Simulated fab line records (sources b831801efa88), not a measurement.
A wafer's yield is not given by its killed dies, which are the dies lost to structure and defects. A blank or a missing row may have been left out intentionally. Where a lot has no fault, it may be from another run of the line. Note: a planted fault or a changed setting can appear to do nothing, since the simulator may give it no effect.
Which tool was responsible? | flow sky130 | Sampling: 11 lots, 33 wafers, 3 of 708 route steps

WHAT EACH GAUGE READ, for each wafer
SKY_CAPM_THK_MEAS_01.
lot  | measured     | on            | CAPM_CVD_00_THK (nm)
L620 | day 37 16:59 | film-metro-03 | 15.56 15.46 15.86
L621 | day 37 23:44 | film-metro-01 | 15.39 15.67 15.55
L622 | day 38 00:53 | film-metro-03 | 15.09 15.32 15.38
L623 | day 38 06:49 | film-metro-03 | 15.57 15.81 15.63
L625 | day 38 19:26 | film-metro-02 | 15.60 15.73 15.91
L626 | day 39 17:41 | film-metro-03 | 15.26 15.22 15.47
L628 | day 40 02:59 | film-metro-01 | 15.22 15.28 15.43
L629 | day 40 05:08 | film-metro-02 | 15.37 15.38 15.55
L630 | day 41 00:23 | film-metro-02 | 15.39 15.60 15.58
L635 | day 41 18:55 | film-metro-02 | 15.47 18.41 15.63
L637 | day 42 10:42 | film-metro-03 | 15.72 15.72 15.82

EACH LOT AND THE TOOL THAT RAN IT (in order: tool; ch and the chambers of the sampled wafers; start)
lot  | SKY_METAL3_SPUTTER_00        | SKY_CAPM_CVD_00
L620 | pvd-sputter-02, day 37 16:48 | pecvd-03 ch 1,2, day 37 16:58
L621 | pvd-sputter-01, day 37 23:33 | pecvd-02 ch 0,1, day 37 23:42
L622 | pvd-sputter-04, day 38 00:43 | pecvd-03 ch 0,2, day 38 00:52
L623 | pvd-sputter-04, day 38 06:37 | pecvd-01 ch 0,1, day 38 06:46
L625 | pvd-sputter-04, day 38 19:16 | pecvd-01 ch 0,2, day 38 19:25
L626 | pvd-sputter-02, day 39 17:30 | pecvd-02 ch 0,2, day 39 17:39
L628 | pvd-sputter-02, day 39 22:57 | pecvd-02 ch 0,1,2, day 40 02:57
L629 | pvd-sputter-01, day 40 04:57 | pecvd-02 ch 0,1, day 40 05:07
L630 | pvd-sputter-02, day 41 00:11 | pecvd-02 ch 0,2, day 41 00:20
L635 | pvd-sputter-01, day 41 18:44 | pecvd-02 ch 0,2, day 41 18:53
L637 | pvd-sputter-02, day 42 10:31 | pecvd-01 ch 0,1,2, day 42 10:40
- SKY_METAL3_SPUTTER_00: material Ti, target thk 15 nm, time 10 s.
- SKY_CAPM_CVD_00: deposits SiO2, target thk 15.5 nm.

THE ANSWER, worked out from the rows above alone
Rule: what is usual is taken from the lots themselves. Put in order of their means at a reading, lots are off if they are a third of the lots or fewer, leave a main group of 4 or more, and stand apart from it by a gap of 3 or more times the standard deviation of the main group's means; of several such gaps the widest counts. Not used: any main group whose means are identical at the precision the tables above print for the reading. Also off: a lot with no number at a reading for which 4 or more lots have one. Any other lot the step has rows for is counted as sound.
Off: L635, seen at SKY_CAPM_THK_MEAS_01 (CAPM_CVD_00_THK). The main group: mean 15.52 nm, standard deviation 0.17.
A tool fits if, at a process step before that reading, it ran every lot that is off, and no sound lot after the first of them. The gauges at SKY_CAPM_THK_MEAS_01 are tried like those tools. Can't be told from this: 3 tools fit, pvd-sputter-01 at SKY_METAL3_SPUTTER_00, pecvd-02 at SKY_CAPM_CVD_00, film-metro-02 at SKY_CAPM_THK_MEAS_01.

WHAT WAS PUT IN BY THE SIMULATOR
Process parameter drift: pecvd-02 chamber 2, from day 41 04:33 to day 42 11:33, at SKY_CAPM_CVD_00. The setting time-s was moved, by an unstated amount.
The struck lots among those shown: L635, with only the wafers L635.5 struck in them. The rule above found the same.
